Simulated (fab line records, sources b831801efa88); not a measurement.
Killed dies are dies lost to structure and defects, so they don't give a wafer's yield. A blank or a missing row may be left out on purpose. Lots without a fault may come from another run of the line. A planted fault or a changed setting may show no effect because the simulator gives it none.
fab line records | flow sky130
record lots=12 wafers=36 last_day=50
route steps=708 shown SONOS_ONO@168 RES_PROTECT@215 CONTACT@407
lots that met no fault: from a run of the same line without faults
start_h: hours from the record's first day to the start of the lot's first wafer shown | wait_h: hours since the lot's step before | " the same as in the row above | L1.1+2: a row that stands for several wafers | - no value, or no start given | * or withheld: withheld | < > ~ a bound
route shown NAME@n: a module of which the file shows steps, and the number in the route of the first | usual: mean/standard deviation of fault-free wafers | same: alike in all rows | chamber/n: place in a boat | sites: the reading at each site | _std_site: their standard deviation | _edge_site: outer sites' mean less inner sites' | radius_mm: how far each site lies from the wafer's centre | mask NAME#n: copy n | behind: the tool/chamber that last shaped the wafer | hold: why the lot was held/for how many hours/how that ended | device: the transistor (n, p or np) that didn't switch | end of line: the same wafers' tests at the end of the route | a step without rows: its recipe alone | killed: dies lost to structure and defects at the first sort, not the wafer's yield | map: a wafer's dies, x killed, . not, _ none there
set.NAME: the setting as run; set.NAME@STEP: as run at that earlier step | model.NAME: the simulator's own value behind a step, which no gauge read
steps of the route over a sample of lots; a table a step, a row a wafer
services: from which hour (start_h, from the record's first day; less than 0 if before it) a tool's chamber was out of use, for how many hours, and why
## steps
# step SKY_SONOS_ONO_OXIDATION_00
# recipe temp_c=800 ambient=O2 idle_temp_c=700 ramp_up_c_per_min=10 ramp_down_c_per_min=3 stabilise_s=600 purge_s=300 target_thk_a=26 ox_time_s=1249
# usual ox_temp_c_max=804.7/0.81 spike_tc_top_C=810.6/1.1 spike_tc_upper_C=800.4/1.2 tube_center_temp_C=800/0.078 zone_power_centre_pct=15.2/0.77
# columns lot.wafer tool chamber start_h wait_h ox_temp_c_max spike_tc_top_C spike_tc_upper_C tube_center_temp_C zone_power_centre_pct
L631.1 furnace-02 0 259.18 0.6 803.9 809.5 798.9 799.98 15.6
L631.5 " 0 " " 804.7 811.0 801.6 800 15.8
L631.6 " 0 " " 805.8 811.9 799.2 799.89 15.8
L632.3 furnace-02 0 267.74 0.0 803.8 811.0 799.9 800.05 15.6
L632.4 " 0 " " 804.8 808.7 799.0 800.09 15.8
L632.5 " 0 " " 803.9 810.0 800.0 799.95 15.7
L636.3 furnace-01 0 289.59 0.0 804.5 809.5 799.8 800.01 14.1
L636.4 " 0 " " 803.7 810.6 800.4 800.04 14.2
L636.5 " 0 " " 805.7 809.6 800.6 800.09 14.2
L637.1 furnace-01 0 309.24 0.3 804.1 810.1 802.1 799.98 14.0
L637.3 " 0 " " 805.0 813.0 800.5 800.05 14.4
L637.6 " 0 " " 805.5 809.8 799.6 799.98 14.3
L638.2 furnace-01 0 310.59 1.1 804.0 808.2 800.0 799.95 14.0
L638.3 " 0 " " 804.0 809.7 798.7 800.08 13.9
L638.6 " 0 " " 806.1 810.3 800.2 799.93 14.3
L639.2 furnace-01 0 310.59 0.8 804.1 809.4 802.8 800.09 14.1
L639.4 " 0 " " 804.0 810.1 802.7 799.92 14.2
L639.6 " 0 " " 804.0 810.1 799.3 800.13 14.2
L643.2 furnace-02 0 357.52 0.0 805.2 812.8 800.5 800.02 15.9
L643.5 " 0 " " 805.1 811.0 801.7 800 15.8
L643.6 " 0 " " 805.5 812.1 801.5 800.05 15.8
L647.2 furnace-02 0 374.61 1.8 804.7 809.3 800.9 800.09 15.8
L647.4 " 0 " " 804.5 811.7 799.4 800.04 16.0
L647.5 " 0 " " 804.0 811.4 802.4 800.09 15.9
L649.1 furnace-02 0 383.36 0.1 805.0 810.4 800.1 800.2 15.7
L649.2 " 0 " " 806.2 811.2 800.4 800.07 15.9
L649.4 " 0 " " 803.8 811.0 800.0 800.03 15.8
L651.1 furnace-01 0 402.50 0.0 803.0 811.1 800.8 799.95 14.0
L651.2 " 0 " " 804.5 811.7 799.9 799.97 14.2
L651.3 " 0 " " 803.9 810.1 799.9 799.88 14.0
L652.1 furnace-02 0 407.19 0.0 805.6 811.2 799.5 799.88 15.9
L652.2 " 0 " " 804.1 811.1 800.7 799.95 15.6
L652.5 " 0 " " 804.6 811.4 801.4 800.02 15.7
L653.1 furnace-02 0 418.72 0.0 804.3 810.4 799.8 799.93 16.0
L653.5 " 0 " " 806.5 810.1 797.9 800.04 15.8
L653.6 " 0 " " 804.3 811.8 800.9 800.01 15.5
# step SKY_SONOS_ONO_THK_MEAS_01
# recipe reads=SiO2_of_SONOS_ONO_OXIDATION_00
# usual SONOS_ONO_OXIDATION_THK=2.61/0.052
# columns lot.wafer tool chamber start_h wait_h hold SONOS_ONO_OXIDATION_THK[nm]
L631.1 film_metro-04 - 260.53 0.0 - 2.64
L631.5 " - " " - 2.60
L631.6 " - " " - 2.58
L632.3 film_metro-01 - 269.11 0.0 - 2.54
L632.4 " - " " - 2.55
L632.5 " - " " - 2.57
L636.3 film_metro-03 - 290.95 0.0 - 2.59
L636.4 " - " " - 2.58
L636.5 " - " " - 2.69
L637.1 film_metro-04 - 310.59 0.0 await_dispo/0.2h/release 2.21
L637.3 " - " " await_dispo/0.2h/release 2.21
L637.6 " - " " await_dispo/0.2h/release 2.21
L637.1 film_metro-04 - 310.81 0.2 - 2.17
L637.3 " - " " - 2.21
L637.6 " - " " - 2.17
L638.2 film_metro-04 - 311.97 0.0 await_dispo/0.2h/release 2.24
L638.3 " - " " await_dispo/0.2h/release 2.30
L638.6 " - " " await_dispo/0.2h/release 2.24
L638.2 film_metro-04 - 312.19 0.2 - 2.25
L638.3 " - " " - 2.29
L638.6 " - " " - 2.24
L639.2 film_metro-03 - 311.97 0.0 await_dispo/0.2h/release 2.28
L639.4 " - " " await_dispo/0.2h/release 2.27
L639.6 " - " " await_dispo/0.2h/release 2.19
L639.2 film_metro-03 - 312.20 0.2 - 2.22
L639.4 " - " " - 2.25
L639.6 " - " " - 2.21
L643.2 film_metro-03 - 358.88 0.0 - 2.57
L643.5 " - " " - 2.58
L643.6 " - " " - 2.57
L647.2 film_metro-03 - 375.97 0.0 - 2.64
L647.4 " - " " - 2.60
L647.5 " - " " - 2.56
L649.1 film_metro-03 - 384.71 0.0 - 2.69
L649.2 " - " " - 2.64
L649.4 " - " " - 2.71
L651.1 film_metro-01 - 403.85 0.0 - 2.57
L651.2 " - " " - 2.58
L651.3 " - " " - 2.58
L652.1 film_metro-01 - 408.53 0.0 - 2.68
L652.2 " - " " - 2.70
L652.5 " - " " - 2.66
L653.1 film_metro-01 - 420.06 0.0 - 2.68
L653.5 " - " " - 2.64
L653.6 " - " " - 2.73
# step SKY_RES_PROTECT_TW_MEAS_08
# usual POLY_GATE_TW=4065/18
# columns lot.wafer tool chamber start_h wait_h POLY_GATE_TW
L631.1 film_metro-02 - 333.87 0.1 4058
L631.5 " - " " 4057
L631.6 " - " " 4053
L632.3 film_metro-03 - 344.74 0.1 4096
L632.4 " - " " 4082
L632.5 " - " " 4099
L636.3 film_metro-01 - 370.29 0.1 4077
L636.4 " - " " 4082
L636.5 " - " " 4050
L637.1 film_metro-01 - 399.27 0.1 4037
L637.3 " - " " 4054
L637.6 " - " " 4056
L638.2 film_metro-02 - 403.89 0.1 4033
L638.3 " - " " 4028
L638.6 " - " " 4016
L639.2 film_metro-03 - 404.03 0.1 4067
L639.4 " - " " 4076
L639.6 " - " " 4083
L643.2 film_metro-03 - 455.64 0.1 4064
L643.5 " - " " 4045
L643.6 " - " " 4066
L647.2 film_metro-01 - 478.49 0.1 4067
L647.4 " - " " 4086
L647.5 " - " " 4068
L649.1 film_metro-03 - 485.51 0.1 4078
L649.2 " - " " 4061
L649.4 " - " " 4059
L651.1 film_metro-03 - 507.86 0.1 4083
L651.2 " - " " 4086
L651.3 " - " " 4069
L652.1 film_metro-02 - 515.27 0.1 4078
L652.2 " - " " 4087
L652.5 " - " " 4081
L653.1 film_metro-01 - 524.78 0.1 4054
L653.5 " - " " 4067
L653.6 " - " " 4053
# step SKY_CONTACT_THK_MEAS_01
# recipe reads=Si3N4_of_CONTACT_CVD_00
# usual CONTACT_CVD_00_THK=74.8/1
# columns lot.wafer tool chamber start_h wait_h CONTACT_CVD_00_THK[nm]
L631.1 film_metro-01 - 701.93 - 73.5
L631.5 " - " " 74.7
L631.6 " - " " 75.6
L632.3 film_metro-03 - 714.82 - 73.9
L632.4 " - " " 76.5
L632.5 " - " " 74.9
L636.3 film_metro-04 - 742.89 - 75.4
L636.4 " - " " 77.0
L636.5 " - " " 76.8
L637.1 film_metro-03 - 767.22 - 74.5
L637.3 " - " " 73.3
L637.6 " - " " 75.6
L638.2 film_metro-03 - 774.79 - 74.5
L638.3 " - " " 74.5
L638.6 " - " " 75.6
L639.2 film_metro-04 - 775.44 - 73.6
L639.4 " - " " 75.6
L639.6 " - " " 74.9
L643.2 film_metro-01 - 816.73 - 74.7
L643.5 " - " " 75.6
L643.6 " - " " 75.7
L647.2 film_metro-04 - 838.31 - 73.3
L647.4 " - " " 73.1
L647.5 " - " " 75.1
L649.1 film_metro-01 - 843.39 - 73.9
L649.2 " - " " 73.4
L649.4 " - " " 74.5
L651.1 film_metro-03 - 859.90 - 74.8
L651.2 " - " " 73.0
L651.3 " - " " 75.2
L652.1 film_metro-03 - 869.64 - 75.0
L652.2 " - " " 75.0
L652.5 " - " " 75.3
L653.1 film_metro-03 - 874.13 - 75.6
L653.5 " - " " 76.6
L653.6 " - " " 77.1
# step SKY_CONTACT_THK_MEAS_03
# recipe reads=SiO2_of_CONTACT_HDPCVD_02
# usual CONTACT_HDPCVD_THK=566/6.9
# columns lot.wafer tool chamber start_h wait_h CONTACT_HDPCVD_THK[nm]
L631.1 film_metro-04 - 702.06 0.0 568
L631.5 " - " " 574
L631.6 " - " " 561
L632.3 film_metro-01 - 714.95 0.1 559
L632.4 " - " " 554
L632.5 " - " " 572
L636.3 film_metro-03 - 743.06 0.1 554
L636.4 " - " " 555
L636.5 " - " " 558
L637.1 film_metro-01 - 767.39 0.1 552
L637.3 " - " " 561
L637.6 " - " " 555
L638.2 film_metro-01 - 774.92 0.0 570
L638.3 " - " " 560
L638.6 " - " " 572
L639.2 film_metro-03 - 775.57 0.0 563
L639.4 " - " " 568
L639.6 " - " " 580
L643.2 film_metro-04 - 816.86 0.0 570
L643.5 " - " " 568
L643.6 " - " " 558
L647.2 film_metro-01 - 838.44 0.0 566
L647.4 " - " " 561
L647.5 " - " " 566
L649.1 film_metro-04 - 843.52 0.0 570
L649.2 " - " " 561
L649.4 " - " " 574
L651.1 film_metro-04 - 860.03 0.0 571
L651.2 " - " " 565
L651.3 " - " " 563
L652.1 film_metro-01 - 869.77 0.0 570
L652.2 " - " " 558
L652.5 " - " " 573
L653.1 film_metro-04 - 874.26 0.0 566
L653.5 " - " " 574
L653.6 " - " " 570
## services
# columns tool chamber start_h hours kind
furnace-01 - 269.35 3.2 pm
furnace-02 - 308.29 4.1 pm
furnace-01 - 372.98 2.7 pm
## key
first_sign step=SKY_SONOS_ONO_THK_MEAS_01 reading=visit direction=added
effect step=SKY_SONOS_ONO_THK_MEAS_01 reading=SONOS_ONO_OXIDATION_THK direction=down sigmas=7.1 usual=2.61 struck=2.24
met_at SKY_SONOS_ONO_OXIDATION_00
struck_lots L637,L638,L639
tester_left_out L637,L638,L639
not_acting_at SKY_RES_PROTECT_TW_MEAS_08,SKY_CONTACT_THK_MEAS_01,SKY_CONTACT_THK_MEAS_03
fault kind=process_parameter_drift tool=furnace-01 chamber=- onset_h=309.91 steps=SKY_SONOS_ONO_OXIDATION_00 channel=ox_time_s offset=* shape=step end_h=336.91 acts_in=* stated=*
# tester_left_out: of these lots the tester's yield and bins aren't shown, on N5 and GAA mostly nor the transistor test; their killed dies are dies lost to structure and defects alone, not to doping, threshold or leakage, so they don't give the yield
